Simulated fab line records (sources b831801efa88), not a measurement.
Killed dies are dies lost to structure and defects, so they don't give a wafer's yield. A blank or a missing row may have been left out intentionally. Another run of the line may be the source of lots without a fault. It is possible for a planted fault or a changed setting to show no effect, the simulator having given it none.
Which tool did it? ; flow gf180mcu ; 13 lots, 39 wafers sampled, at 5 steps of a route of 602

== WHAT THE GAUGES READ, wafer by wafer ==
GF_POLY_GATE_CD_MEAS_10: target cd 280 nm.
lot;measured;on;cd-nm (nm)
L334;day 9 12:34;cd-sem-02;279.9 280.0 280.3
L338;day 10 22:10;cd-sem-01;278.0 278.2 278.1
L339;day 11 06:50;cd-sem-01;279.8 280.3 280.3
L341;day 12 08:10;cd-sem-02;278.8 279.6 279.9
L344;day 12 23:47;cd-sem-01;280.9 281.5 281.4
L345;day 13 08:43;cd-sem-02;280.4 281.1 281.1
L347;day 13 12:52;cd-sem-01;278.1 278.8 279.0
L350;day 14 13:16;cd-sem-01;277.9 277.9 278.6
L349;day 14 14:17;cd-sem-01;277.8 278.5 280.0
L351;day 15 06:34;cd-sem-01;279.1 279.3 278.9
L352;day 15 07:50;cd-sem-02;278.8 278.3 276.9
L353;day 15 10:13;cd-sem-01;280.6 279.7 280.0
L355;day 16 01:47;cd-sem-02;282.1 281.7 280.9

GF_NSD_OVL_MEAS_08.
lot;measured;on;NSD_OVL (nm)
L334;day 13 18:27;overlay-02;1.3 1.0 1.3
L338;day 15 06:06;overlay-01;-1.1 -0.4 -0.9
L339;day 15 17:41;overlay-01;0.8 -0.4 -0.4
L341;day 16 22:55;overlay-01;3.5 3.2 2.8
L344;day 17 19:14;overlay-01;2.5 3.2 1.6
L345;day 18 04:05;overlay-01;1.7 1.0 1.4
L347;day 18 11:15;overlay-02;0.7 0.9 -0.5
L350;day 19 12:50;overlay-02;-0.4 1.3 1.0
L349;day 19 14:54;overlay-02;1.8 0.8 1.6
L351;day 20 09:05;overlay-01;-0.1 -0.2 1.0
L352;day 20 11:35;overlay-02;-2.6 -3.1 -1.5
L353;day 20 12:42;overlay-01;-0.1 0.8 0.1
L355;day 21 05:34;overlay-01;-2.2 -2.4 -1.7

GF_PSD_TW_MEAS_11.
lot;measured;on;PSD_TW
L334;day 14 15:58;film-metro-01;3184 3181 3179
L338;day 16 04:51;film-metro-03;3219 3205 3227
L339;day 16 16:14;film-metro-04;3182 3194 3197
L341;day 17 22:26;film-metro-01;3124 3142 3148
L344;day 18 19:54;film-metro-03;3187 3174 3190
L345;day 19 04:43;film-metro-01;3195 3195 3193
L347;day 19 11:18;film-metro-03;3209 3213 3210
L350;day 20 13:23;film-metro-04;3183 3185 3191
L349;day 20 15:35;film-metro-01;3175 3169 3189
L351;day 21 09:05;film-metro-03;3196 3202 3189
L352;day 21 12:11;film-metro-01;3164 3180 3179
L353;day 21 13:45;film-metro-04;3200 3201 3197
L355;day 22 06:01;film-metro-04;3233 3224 3221

== EACH LOT AND THE TOOL THAT RAN IT (in order: tool; ch and the chambers of the sampled wafers; start) ==
lot;GF_NSD_COAT_02;GF_NSD_STRIP_11
L334;litho-track-04 ch 0, day 13 08:36;plasma-asher-03 ch 0,1, day 13 18:49
L338;litho-track-04 ch 0, day 14 19:12;plasma-asher-02 ch 0,1, day 15 06:28
L339;litho-track-04 ch 0, day 15 06:45;plasma-asher-02 ch 0,1, day 15 18:02
L341;litho-track-02 ch 0, day 16 11:04;plasma-asher-02 ch 0,1, day 16 23:16
L344;litho-track-03 ch 0, day 17 07:25;plasma-asher-04 ch 0,1, day 17 19:35
L345;litho-track-02 ch 0, day 17 16:07;plasma-asher-02 ch 0,1, day 18 04:26
L347;litho-track-03 ch 0, day 17 22:40;plasma-asher-02 ch 0,1, day 18 11:36
L350;litho-track-03 ch 0, day 18 23:52;plasma-asher-03 ch 0,1, day 19 13:11
L349;litho-track-03 ch 0, day 19 02:00;plasma-asher-02 ch 0,1, day 19 15:14
L351;litho-track-04 ch 0, day 19 20:45;plasma-asher-02 ch 0,1, day 20 09:25
L352;litho-track-02 ch 0, day 19 23:05;plasma-asher-04 ch 0,1, day 20 11:55
L353;litho-track-02 ch 0, day 20 00:25;plasma-asher-04 ch 0,1, day 20 13:04
L355;litho-track-04 ch 0, day 20 17:43;plasma-asher-03 ch 0, day 21 05:54
- GF_NSD_COAT_02: resist thk 1014 nm.
- GF_NSD_STRIP_11: strips in O2/N2.

== AS READ BY THE TOOLS THEMSELVES (means over the sampled wafers that have a number; for cases with no such wafer, the mark the record gives instead) ==
GF_NSD_COAT_02.
lot;tool;chill-plate-temp-C (C);spin-speed-rpm (rpm)
L334;litho-track-04;23.10;2998.3
L338;litho-track-04;23.01;2880.8
L339;litho-track-04;23.04;2880.0
L341;litho-track-02;23.07;2998.9
L344;litho-track-03;22.98;2999.1
L345;litho-track-02;22.96;3000.5
L347;litho-track-03;23.16;2998.9
L350;litho-track-03;23.05;3000.9
L349;litho-track-03;23.03;3001.5
L351;litho-track-04;23.06;3002.0
L352;litho-track-02;23.07;2998.7
L353;litho-track-02;22.88;2997.4
L355;litho-track-04;22.95;2999.8

GF_NSD_STRIP_11.
lot;tool;drypump-motor-current-A (A);heater-power-w (W);oes-product-au (a.u.);platen-temp-c (C);strip-time-to-endpoint-s (s)
L334;plasma-asher-03;6.2;329;0.486;249.90;23.12
L338;plasma-asher-02;5.5;356;0.494;250.01;23.31
L339;plasma-asher-02;5.5;357;0.490;249.93;23.42
L341;plasma-asher-02;5.5;364;0.490;249.85;23.15
L344;plasma-asher-04;5.4;304;0.490;249.80;23.15
L345;plasma-asher-02;5.5;361;0.490;249.95;23.09
L347;plasma-asher-02;5.5;364;0.488;249.90;23.13
L350;plasma-asher-03;6.2;321;0.489;250.00;23.16
L349;plasma-asher-02;5.7;357;0.492;250.06;23.11
L351;plasma-asher-02;5.8;356;0.492;249.85;23.13
L352;plasma-asher-04;5.1;293;0.490;250.03;23.11
L353;plasma-asher-04;5.4;300;0.490;250.12;23.12
L355;plasma-asher-03;6.2;320;0.486;249.73;23.09

== THE ANSWER, worked out from the rows above alone ==
Rule: usual is defined by the lots themselves. The widest of any qualifying gaps counts: lots, ordered by their means at a reading, are off when they make up no more than a third of the lots, leave a main group of 4 or more, and stand apart from it by 3 or more times the standard deviation of that group's means. The tables above print the reading to a certain number of digits; a main group whose means all agree to those digits is not used. Also off: a lot with no number at a reading for which 4 or more lots have one. Where the step has rows for the other lots, those lots are counted as sound. First the gauges in route order, then the tools' own readings, where a lot's mean is used as printed above. At the first step where some lot is off, the reading lying furthest off is the one used; lots without a number count as furthest.
Off, at GF_NSD_COAT_02 on spin-speed-rpm: L338, L339. The main group: mean 2999.6 rpm, standard deviation 1.4.
A tool fits if, at that step or a process step before it, it ran every lot that is off, and no sound lot after the first of them. Of those tried, none fits.

== WHAT THE SIMULATOR HAD PUT IN ==
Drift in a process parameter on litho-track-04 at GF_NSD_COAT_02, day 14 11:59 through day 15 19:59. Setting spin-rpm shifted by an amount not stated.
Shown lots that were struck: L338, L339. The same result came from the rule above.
